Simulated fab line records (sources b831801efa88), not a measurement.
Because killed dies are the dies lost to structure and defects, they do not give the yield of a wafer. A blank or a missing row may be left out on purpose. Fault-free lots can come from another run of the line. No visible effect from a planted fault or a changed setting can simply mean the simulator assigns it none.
Check of tool commonality | flow sky130 | 33 wafers sampled across 11 lots

THE REASON FOR OPENING IT
Of 11 lots, 4 have the reading FIELD_ISO_CVD_03_THK flagged at SKY_FIELD_ISO_THK_MEAS_04. Fault-free wafers read 164.2 nm, with a standard deviation of 1.2.
Rule: a lot gets a flag if all its wafers with a number sit over 4 standard deviations from that mean, or if no wafer of it has a number. The other lots count as sound.

lot  | measured    | on            | FIELD_ISO_CVD_03_THK (nm), wafer by wafer | flag
L411 | day 1 22:14 | film_metro-02 | 165.5 163.7 164.0                         |
L412 | day 2 04:09 | film_metro-04 | 162.0 163.1 163.8                         |
L413 | day 2 08:11 | film_metro-03 | 165.3 164.4 164.6                         |
L414 | day 2 12:23 | film_metro-03 | 164.2 163.9 164.3                         |
L415 | day 2 16:44 | film_metro-04 | 162.0 161.7 162.1                         |
L418 | day 3 06:37 | film_metro-04 | 154.9 155.2 154.1                         | FLAGGED
L419 | day 3 10:47 | film_metro-02 | 155.1 155.4 154.0                         | FLAGGED
L420 | day 3 15:29 | film_metro-03 | 152.9 153.2 154.6                         | FLAGGED
L421 | day 3 21:56 | film_metro-02 | 151.1 151.4 151.8                         | FLAGGED
L432 | day 6 09:07 | film_metro-02 | 164.8 163.5 163.7                         |
L433 | day 6 13:35 | film_metro-03 | 165.1 163.9 164.1                         |
Average over the flagged lots: 153.6 nm; offset from the usual -10.6 nm, equal to -9 standard deviations.

WHICH TOOL RAN EACH LOT
The record keeps 1 process step preceding the reading, out of 708 steps on the route. Cell contents, in order: the tool; ch with the chambers the sampled wafers went through; the start.
lot  | flag    | SKY_FIELD_ISO_CVD_03
L411 |         | lpcvd-02 ch 0, day 1 18:13
L412 |         | lpcvd-02 ch 1, day 2 01:28
L413 |         | lpcvd-02 ch 1, day 2 06:24
L414 |         | lpcvd-02 ch 0, day 2 10:36
L415 |         | lpcvd-02 ch 0, day 2 14:57
L418 | FLAGGED | lpcvd-02 ch 1, day 3 04:50
L419 | FLAGGED | lpcvd-02 ch 0, day 3 08:59
L420 | FLAGGED | lpcvd-02 ch 1, day 3 13:41
L421 | FLAGGED | lpcvd-02 ch 0, day 3 20:08
L432 |         | lpcvd-02 ch 0, day 6 06:25
L433 |         | lpcvd-02 ch 0, day 6 10:55
These steps, and what they do:
- SKY_FIELD_ISO_CVD_03: deposits Si3N4 from DCS/NH3, target thk 165 nm, time 2830 s.
- SKY_FIELD_ISO_THK_MEAS_04

FLAGGED OVER TOTAL, TOOL BY TOOL (the gauges that took the reading come last)
step                      | tool          | lots run | flagged | share of the flagged lots | sound lots run after its first flagged lot
SKY_FIELD_ISO_CVD_03      | lpcvd-02      | 11       | 4       | all                       | 2 (L432,L433)
SKY_FIELD_ISO_THK_MEAS_04 | film_metro-02 | 4        | 2       | some                      | 1 (L432)
SKY_FIELD_ISO_THK_MEAS_04 | film_metro-03 | 4        | 1       | some                      | 1 (L433)
SKY_FIELD_ISO_THK_MEAS_04 | film_metro-04 | 3        | 1       | some                      | 0

WHAT IS ALLOWED BY THE TABLE
Rows of the table that ran each flagged lot: 1, that is lpcvd-02 at SKY_FIELD_ISO_CVD_03.
- lpcvd-02 at SKY_FIELD_ISO_CVD_03: 4 of its 11 lots flagged. Lots that were sound ran on it after the first flagged one (L432, L433); a persistent fault on the entire tool would not allow that. Its own readings (pressure_mtorr) fall more than 4 standard deviations out on all wafers of the flagged lots.
There is no row in the table that ran each flagged lot and no sound lot after the first.

WHAT WAS PUT IN BY THE SIMULATOR
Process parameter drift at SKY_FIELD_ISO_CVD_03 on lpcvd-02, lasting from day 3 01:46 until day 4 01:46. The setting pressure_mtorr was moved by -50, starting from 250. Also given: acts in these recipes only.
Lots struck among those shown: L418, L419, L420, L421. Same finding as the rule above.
